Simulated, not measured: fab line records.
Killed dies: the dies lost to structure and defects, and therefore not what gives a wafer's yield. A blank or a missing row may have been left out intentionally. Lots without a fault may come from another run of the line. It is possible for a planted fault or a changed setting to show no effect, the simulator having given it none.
8D (eight disciplines) problem report, filled in by code	flow gf180mcu	the parts of the form that need people (team, actions taken, sign-off) are left out

== 1. THE ISSUE ==
Mean HV_LDD_TW at GF_HV_LDD_TW_MEAS_11: 2292 over 6 wafers in 2 lots; fault-free wafers: 2414, standard deviation 17. That puts it -7.2 standard deviations away from the usual mean.
First seen on wafer L112.1, day 14 15:17, on filmMetro-01. The record has a number at this step for 36 wafers belonging to 12 lots. Rule for "out", or "out of limits": more than 4 standard deviations from the usual mean. All remaining wafers that have a number are taken as sound.

== 2. WHAT IT IS AND WHAT IT IS NOT ==
question	is	is not
which readings at this step	HV_LDD_TW	-
which lots	L112, L114	L101, L103, L108, L113, L115, L118, L119, L120, L997, L998
which wafers of those lots	all that have a number	-
read on which gauges	filmMetro-01, filmMetro-02	filmMetro-04
when	from day 14 15:17	up to then (15 sound wafers); but 15 sound wafers of L113, L115, L118, L119, L120 came after

== 3. SUSPECTS, AND WHAT RULES EACH OUT ==
Counting: a tool stays on the suspect list if, at a process step up to the reading, it processed all lots that are out and no sound lot following the first of them.
- ruled out: the gauge at GF_HV_LDD_TW_MEAS_11. The wafers that are out were read on 2 gauges (filmMetro-01, filmMetro-02).
- implanter-04 at GF_HV_LDD_IMPLANT_09: kept. It processed each lot that is out, first L112 at day 14 15:02, and no sound lot thereafter; up to then, the last sound lot it processed was L103 at day 11 18:14.
Remaining after the count: implanter-04 at GF_HV_LDD_IMPLANT_09.

== 4. THE CAUSE (what the simulator had put in) ==
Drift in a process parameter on implanter-04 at GF_HV_LDD_IMPLANT_09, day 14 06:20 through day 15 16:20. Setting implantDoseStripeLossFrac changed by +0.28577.
Only this tool survived the counting.

== 5. SEQUENCE OF EFFECTS, ordered by route ==
Each row: a reading where the mean over the struck wafers with a number is more than 3 standard deviations away from the usual. Only readings whose record carries a usual standard deviation are examined. hours: median over the lots of the time between each lot's start at the first step of this table that gives one and its start at this step. sigmas: the change, counted in usual standard deviations.
hours	step	reading	usual	on struck wafers	change	sigmas
0	GF_HV_LDD_TW_MEAS_11	HV_LDD_TW	2414	2292	-122	-7.2
68	GF_HV_LDD_RS_MEAS_53	HV_LDD_RS	418.3 ohm/sq	450.3	+32.0	+32
At these later measuring or inspecting steps, every struck wafer for which the step has a row has a number for every such reading, and none has moved that far: GF_PSD_OVL_MEAS_08.

== 6. HOW IT WOULD HAVE BEEN CAUGHT EARLIER ==
9 hours passed between the start of the fault at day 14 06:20 and the first reading out of limits at a measuring or inspecting step in this record, taken at day 14 15:17.
No tool reading at GF_HV_LDD_IMPLANT_09 that has a usual standard deviation in the record was out on any struck wafer, so an alarm limit of 4 standard deviations on those readings would not have fired.
Lots out: 2; of these, L114 started GF_HV_LDD_IMPLANT_09 on implanter-04 after day 14 15:17. Had the tool been put on hold then, it would have been spared.
